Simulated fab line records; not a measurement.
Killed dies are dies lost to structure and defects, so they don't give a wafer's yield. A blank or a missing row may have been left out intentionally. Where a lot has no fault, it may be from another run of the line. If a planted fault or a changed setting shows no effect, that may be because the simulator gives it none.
8D (eight disciplines) problem report, filled in by code    flow sky130    the parts of the form that need people (team, actions taken, sign-off) are left out

## 1. THE PROBLEM
Wafers without a fault read 19.999, standard deviation 0.0064; beam energy keV at SKY_LDD_N_IMPLANT_11 reads a mean of 18.395 on 6 wafers belonging to 2 lots. So: -99 or more standard deviations from the usual mean.
First observed at day 22 21:10: wafer L365.2, on implanter-04. The record holds 18 wafers of 6 lots with a number at this step. By rule, "out" or "out of limits" means more than 4 standard deviations away from the usual mean. Any other wafer with a number is counted as sound.

## 2. WHAT IT IS; WHAT IT IS NOT
question                     is                      is not
which readings at this step  beam energy keV         -
which lots                   L365, L367              L353, L364, L370, L375
which wafers of those lots   all that have a number  -
read on which tools          implanter-04            implanter-01, implanter-03
when                         from day 22 21:10       up to then (6 sound wafers); but 6 sound wafers of L370, L375 came after

## 3. SUSPECTS, AND WHAT RULES EACH OUT
Counting: a tool stays on the suspect list if, at a process step up to the reading, it processed all lots that are out and no sound lot following the first of them.
- implanter-04 at SKY_LDD_N_IMPLANT_11: kept. Every lot that is out went through it, starting with L365 (day 22 21:10), and after that it ran no sound lot; the last sound lot it ran before then is L364 (day 22 19:56). Its own beam energy keV readings are out on those wafers.
Remaining after the count: implanter-04 at SKY_LDD_N_IMPLANT_11.

## 4. THE CAUSE (what the simulator had put in)
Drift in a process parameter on implanter-04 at SKY_LDD_N_IMPLANT_11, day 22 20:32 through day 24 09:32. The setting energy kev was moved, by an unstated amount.
After counting, this tool was the only one left.

## 5. THE CHAIN OF EFFECTS, in route order
Rows list readings where the struck wafers' mean (over those with a number) sits beyond 3 standard deviations from the usual. Readings are gone through only where the record gives a usual standard deviation; hours: the median, over the lots, of the time from a lot's start at the first step in this table giving one to that lot's start at this step; sigmas: the change measured in usual standard deviations.
hours  step                  reading          usual   on struck wafers  change  sigmas
0      SKY_LDD_N_IMPLANT_11  beam energy keV  19.999  18.395            -1.604  -99 or more
The process steps in it:
- SKY_LDD_N_IMPLANT_11

## 6. WHAT WOULD HAVE CAUGHT IT SOONER
In this record the first reading out of limits was taken at day 22 21:10, 1 hour after the fault began at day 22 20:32.
